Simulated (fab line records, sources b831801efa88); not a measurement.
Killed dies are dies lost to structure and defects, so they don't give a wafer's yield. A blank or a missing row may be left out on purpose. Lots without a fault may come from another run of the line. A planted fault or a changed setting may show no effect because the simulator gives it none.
Chamber matching | flow gf180mcu | GF_CONTACT_CMP_04 on cmp-01: 4 sister chambers
The step polishes SiO2. 4 wafers are shown with their chamber, then 7 later ones without.

WAFERS WITH THEIR CHAMBER
wafer  | chamber | motor_current_A (A)
L472.1 | 3       | 10.0
L479.2 | 0       | 11.6
L488.2 | 1       | 12.1
L488.4 | 2       | 11.2

WAFERS WITHOUT THEIR CHAMBER
wafer  | motor_current_A (A)
L488.5 | 11.4
L489.1 | 12.1
L489.2 | 11.6
L489.3 | 10.6
L490.3 | 10.8
L490.4 | 11.8
L490.5 | 10.1

WHICH CHAMBER EACH WENT THROUGH
wafer  | from the rows above          | in truth
L488.5 | can't be placed: 0 or 2 or 1 | 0
L489.1 | can't be placed: 1 or 0      | 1
L489.2 | can't be placed: 0 or 2 or 1 | 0
L489.3 | can't be placed: 2 or 3 or 0 | 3
L490.3 | can't be placed: 2 or 0 or 3 | 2
L490.4 | can't be placed: 0 or 1 or 2 | 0
L490.5 | 3                            | 3
Placed correctly: 1 of 7. Can't be placed from these rows: 6 (the true chamber is among the candidates in 6). Placed wrongly: 0.
How it was worked out, from the rows above alone: a wafer's distance from a chamber is the root of the sum, over the readings, of the square of ((its reading less the chamber's mean) divided by the reading's scatter). The wafer belongs to the nearest chamber; if the next one is less than 2 further off, it can't be placed. A chamber's mean is the mean of its shown wafers. The scatter: with one shown wafer a chamber, the root of the mean of the squares of how far each hidden wafer lies from its nearest shown one.
